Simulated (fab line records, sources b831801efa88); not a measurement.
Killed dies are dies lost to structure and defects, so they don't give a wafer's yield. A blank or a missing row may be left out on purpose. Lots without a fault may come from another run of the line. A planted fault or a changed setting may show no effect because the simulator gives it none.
Which tool did it? | flow gf180mcu | 15 lots, 45 wafers sampled, at 4 steps of a route of 602

WHAT THE GAUGES READ, wafer by wafer
GF_CONTACT_THK_MEAS_03. Usual: CONTACT_CVD_02_THK 863 nm, standard deviation 12.
lot  | measured     | on            | CONTACT_CVD_02_THK (nm) | flag
L713 | day 15 02:56 | film_metro-04 | 851 857 873             |
L715 | day 15 18:28 | film_metro-04 | 849 844 869             |
L716 | day 16 03:14 | film_metro-02 | 859 876 885             |
L718 | day 16 14:23 | film_metro-03 | 862 860 865             |
L719 | day 17 02:19 | film_metro-04 | 856 852 853             |
L730 | day 21 03:37 | film_metro-04 | 864 872 864             |
L731 | day 21 12:51 | film_metro-04 | 864 868 872             |
L732 | day 21 21:49 | film_metro-03 | 868 865 875             |
L733 | day 22 10:09 | film_metro-03 | 867 863 869             |
L734 | day 23 07:58 | film_metro-03 | 854 837 863             |
L735 | day 23 10:12 | film_metro-04 | 862 856 866             |
L736 | day 23 23:18 | film_metro-03 | 866 864 875             |

WHICH TOOL RAN EACH LOT (tool, then ch and the chambers of the sampled wafers, then the start)
lot  | GF_MVSD_STRIP_10                     | GF_VT_IMPLANT_EXPOSE_04             | GF_HV_LDD_STRIP_22
L713 | plasma_asher-03 ch 0,1, day 4 10:12  | iline_stepper-02 ch 0, day 5 07:28  | plasma_asher-03 ch 0,1, day 10 18:02
L715 | plasma_asher-01 ch 0,1, day 4 22:25  | iline_stepper-01 ch 0, day 5 19:50  | plasma_asher-03 ch 0,1, day 11 07:13
L716 | plasma_asher-03 ch 0,1, day 5 03:14  | iline_stepper-01 ch 0, day 6 01:04  | plasma_asher-03 ch 0,1, day 11 14:35
L718 | plasma_asher-02 ch 0,1, day 5 14:08  | iline_stepper-01 ch 0, day 6 12:31  | plasma_asher-01 ch 0,1, day 12 01:11
L719 | plasma_asher-02 ch 0,1, day 5 19:23  | iline_stepper-01 ch 0, day 6 17:31  | plasma_asher-04 ch 0,1, day 12 12:28
L726 | plasma_asher-02 ch 0,1, day 7 13:02  | iline_stepper-02, day 8 12:56       | -
L727 | plasma_asher-03 ch 0,1, day 7 17:28  | iline_stepper-02, day 8 18:17       | -
L728 | plasma_asher-03 ch 1, day 8 00:47    | iline_stepper-02, day 9 01:50       | -
L730 | plasma_asher-01 ch 0,1, day 8 10:20  | iline_stepper-01 ch 0, day 9 11:40  | plasma_asher-04 ch 0,1, day 16 01:13
L731 | plasma_asher-02 ch 0,1, day 8 19:43  | iline_stepper-01 ch 0, day 9 21:28  | plasma_asher-03 ch 0,1, day 16 08:10
L732 | plasma_asher-03 ch 0,1, day 8 23:50  | iline_stepper-01 ch 0, day 10 02:40 | plasma_asher-01 ch 0,1, day 16 17:07
L733 | plasma_asher-02 ch 0,1, day 9 10:26  | iline_stepper-01 ch 0, day 10 13:16 | plasma_asher-03 ch 0,1, day 17 05:28
L734 | plasma_asher-02 ch 0,1, day 10 00:13 | iline_stepper-02 ch 0, day 11 04:35 | plasma_asher-04 ch 0,1, day 18 03:07
L735 | plasma_asher-03 ch 0,1, day 10 00:34 | iline_stepper-02 ch 0, day 11 05:13 | plasma_asher-01 ch 0,1, day 18 06:49
L736 | plasma_asher-02 ch 0,1, day 10 14:26 | iline_stepper-02 ch 0, day 11 17:55 | plasma_asher-03 ch 0,1, day 18 18:00
- GF_MVSD_STRIP_10: strips in O2/N2.
- GF_VT_IMPLANT_EXPOSE_04: exposes mask LVPWELL LV AREA, target cd 600 nm.
- GF_HV_LDD_STRIP_22: strips in O2/N2.

WHAT THE TOOLS THEMSELVES READ (means of the sampled wafers that have a number; where no wafer has one, the mark that the record gives instead)
GF_MVSD_STRIP_10. Usual: drypump_motor_current_A 5.5 A, standard deviation 0.42; heater_power_w 344 W, standard deviation 21; oes_product_au 0.723 a.u., standard deviation 0.0049; strip_time_to_endpoint_s 36.94 s, standard deviation 0.091.
lot  | tool            | drypump_motor_current_A (A) | heater_power_w (W) | oes_product_au (a.u.) | strip_time_to_endpoint_s (s) | flag
L713 | plasma_asher-03 | 5.8                         | 337                | 0.720                 | 36.81                        |
L715 | plasma_asher-01 | 5.2                         | 329                | 0.716                 | 36.91                        |
L716 | plasma_asher-03 | 5.5                         | 340                | 0.723                 | 36.95                        |
L718 | plasma_asher-02 | 5.6                         | 366                | 0.722                 | 36.91                        |
L719 | plasma_asher-02 | 5.6                         | 365                | 0.715                 | 36.94                        |
L726 | plasma_asher-02 | 5.7                         | 370                | 0.725                 | 36.88                        |
L727 | plasma_asher-03 | 5.5                         | 330                | 0.725                 | 36.89                        |
L728 | plasma_asher-03 | 6.1                         | 340                | 0.722                 | 36.99                        |
L730 | plasma_asher-01 | 5.4                         | 321                | 0.725                 | 36.95                        |
L731 | plasma_asher-02 | 5.7                         | 366                | 0.717                 | 36.90                        |
L732 | plasma_asher-03 | 5.8                         | 337                | 0.720                 | 37.05                        |
L733 | plasma_asher-02 | 5.6                         | 370                | 0.722                 | 36.99                        |
L734 | plasma_asher-02 | 5.7                         | 363                | 0.724                 | 36.92                        |
L735 | plasma_asher-03 | 5.8                         | 336                | 0.724                 | 36.86                        |
L736 | plasma_asher-02 | 5.7                         | 364                | 0.725                 | 36.98                        |

GF_VT_IMPLANT_EXPOSE_04. Usual: exposure_dose_mJ_cm2 140.02, standard deviation 0.16; focus_offset_nm -0.1 nm, standard deviation 0.49.
lot  | tool             | exposure_dose_mJ_cm2 | focus_offset_nm (nm) | flag
L713 | iline_stepper-02 | 139.83               | -0.3                 |
L715 | iline_stepper-01 | 139.80               | -0.2                 |
L716 | iline_stepper-01 | 140.15               | 0.5                  |
L718 | iline_stepper-01 | 139.81               | -0.4                 |
L719 | iline_stepper-01 | 140.10               | -0.4                 |
L726 | iline_stepper-02 | -                    | -                    | OFF
L727 | iline_stepper-02 | -                    | -                    | OFF
L728 | iline_stepper-02 | -                    | -                    | OFF
L730 | iline_stepper-01 | 139.91               | -0.2                 |
L731 | iline_stepper-01 | 139.98               | -0.4                 |
L732 | iline_stepper-01 | 140.23               | -0.4                 |
L733 | iline_stepper-01 | 140.14               | 0.1                  |
L734 | iline_stepper-02 | 139.99               | -0.3                 |
L735 | iline_stepper-02 | 140.08               | -0.0                 |
L736 | iline_stepper-02 | 140.19               | -0.2                 |

GF_HV_LDD_STRIP_22. Usual: drypump_motor_current_A 5.6 A, standard deviation 0.5; heater_power_w 327 W, standard deviation 22; oes_product_au 0.716 a.u., standard deviation 0.0046; strip_time_to_endpoint_s 12.61 s, standard deviation 0.035.
lot  | tool            | drypump_motor_current_A (A) | heater_power_w (W) | oes_product_au (a.u.) | strip_time_to_endpoint_s (s) | flag
L713 | plasma_asher-03 | 5.4                         | 334                | 0.714                 | 12.60                        |
L715 | plasma_asher-03 | 5.4                         | 329                | 0.717                 | 12.60                        |
L716 | plasma_asher-03 | 5.4                         | 334                | 0.719                 | 12.66                        |
L718 | plasma_asher-01 | 5.2                         | 329                | 0.717                 | 12.65                        |
L719 | plasma_asher-04 | 5.8                         | 326                | 0.716                 | 12.58                        |
L730 | plasma_asher-04 | 5.8                         | 327                | 0.713                 | 12.59                        |
L731 | plasma_asher-03 | 5.4                         | 330                | 0.713                 | 12.60                        |
L732 | plasma_asher-01 | 5.2                         | 328                | 0.714                 | 12.60                        |
L733 | plasma_asher-03 | 5.8                         | 338                | 0.720                 | 12.64                        |
L734 | plasma_asher-04 | 6.0                         | 306                | 0.720                 | 12.55                        |
L735 | plasma_asher-01 | 5.1                         | 330                | 0.715                 | 12.61                        |
L736 | plasma_asher-03 | 5.4                         | 335                | 0.718                 | 12.60                        |

THE ANSWER, worked out from the rows above alone
Rule: a lot is off if the mean of its wafers that have a number lies more than 3 standard deviations from the usual mean. A lot without any number at a reading at which 4 lots or more have one is off too. The other lots that the step has rows for count as sound. The gauges are gone through in route order, then the tools' own readings, and for those a lot's mean is taken as printed above. The first step at which some lot is off is used, and at that step the reading that is off furthest; a lot without a number counts as furthest.
Off: L726, L727, L728, at GF_VT_IMPLANT_EXPOSE_04 (exposure_dose_mJ_cm2). Without a number there: L726, L727, L728.
A tool fits if, at that step or a process step before it, it ran every lot that is off, and no sound lot after the first of them. None of those tried fits.

WHAT THE SIMULATOR HAD PUT IN
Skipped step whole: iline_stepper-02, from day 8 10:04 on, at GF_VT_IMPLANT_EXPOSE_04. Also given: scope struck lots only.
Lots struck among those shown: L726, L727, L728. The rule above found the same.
